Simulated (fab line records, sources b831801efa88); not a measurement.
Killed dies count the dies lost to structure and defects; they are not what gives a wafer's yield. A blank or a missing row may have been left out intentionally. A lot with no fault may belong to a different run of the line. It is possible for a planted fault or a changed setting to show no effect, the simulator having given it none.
Code-filled problem report in 8D (eight disciplines) form || flow sky130 || the parts of the form that need people (team, actions taken, sign-off) are left out

== 1. THE ISSUE ==
Mean of heater power total W at SKY_LDD_LDN_SOFTBAKE_03: 53.39 W across 6 wafers in 2 lots; on wafers with no fault it is 56.60 W (standard deviation 0.046). That is -70 standard deviations from the usual mean.
The step: time 60 s.
First observed at day 29 07:09: wafer L481.2, on litho track-03. The record holds 33 wafers of 11 lots with a number at this step. Rule for "out", or "out of limits": more than 4 standard deviations from the usual mean. The rest of the wafers with a number are treated as sound.

== 2. WHAT THIS IS AND IS NOT ==
{"question": "which readings at this step", "is": "heater power total W, plate temp C", "is not": "-"}
{"question": "which lots", "is": "L480, L481", "is not": "L461, L465, L466, L467, L471, L474, L477, L482, L483"}
{"question": "which wafers of those lots", "is": "all that have a number", "is not": "-"}
{"question": "read on which tools", "is": "litho track-03", "is not": "litho track-01, litho track-04"}
{"question": "when", "is": "from day 29 07:09", "is not": "up to then (21 sound wafers); but 6 sound wafers of L482, L483 came after"}

== 3. THE SUSPECTS, EACH WITH WHAT RULES IT OUT ==
Counting: a tool stays on the suspect list if, at a process step up to the reading, it processed all lots that are out and no sound lot following the first of them.
- plasma asher-02 at SKY_FIELD_ISO_STRIP_16 (strips in O2/N2): ruled out as a lasting fault. The sound lots L482, L483 went through it after L481, its earliest lot that is out (day 6 16:53).
- litho track-03 at SKY_LDD_LDN_SOFTBAKE_03 (time 60 s): kept. It processed each lot that is out, first L481 at day 29 07:09, and no sound lot thereafter; up to then, the last sound lot it processed was L477 at day 28 10:38. Out on those wafers are its own readings of heater power total W, plate temp C.
The count leaves litho track-03 at SKY_LDD_LDN_SOFTBAKE_03.

== 4. THE CAUSE (what the simulator had put in) ==
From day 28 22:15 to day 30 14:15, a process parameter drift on litho track-03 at SKY_LDD_LDN_SOFTBAKE_03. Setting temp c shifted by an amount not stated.
After counting, this tool was the only one left.

== 5. SEQUENCE OF EFFECTS, ordered by route ==
One row per reading whose mean, taken over the struck wafers that have a number, lies over 3 standard deviations from the usual. Only readings whose record carries a usual standard deviation are examined. hours: median over the lots of the time between each lot's start at the first step of this table that gives one and its start at this step. sigmas: the change, counted in usual standard deviations.
{"hours": 0, "step": "SKY_LDD_LDN_SOFTBAKE_03", "reading": "heater power total W", "usual": "56.60 W", "on struck wafers": 53.39, "change": -3.21, "sigmas": -70}
{"hours": 0, "step": "SKY_LDD_LDN_SOFTBAKE_03", "reading": "plate temp C", "usual": "89.97 C", "on struck wafers": 86.35, "change": -3.62, "sigmas": -28}
Process steps it contains:
- SKY_LDD_LDN_SOFTBAKE_03: time 60 s.

== 6. WHAT WOULD HAVE CAUGHT IT SOONER ==
In this record no reading fell out of limits until day 29 07:09, 9 hours after the fault had begun at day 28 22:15.
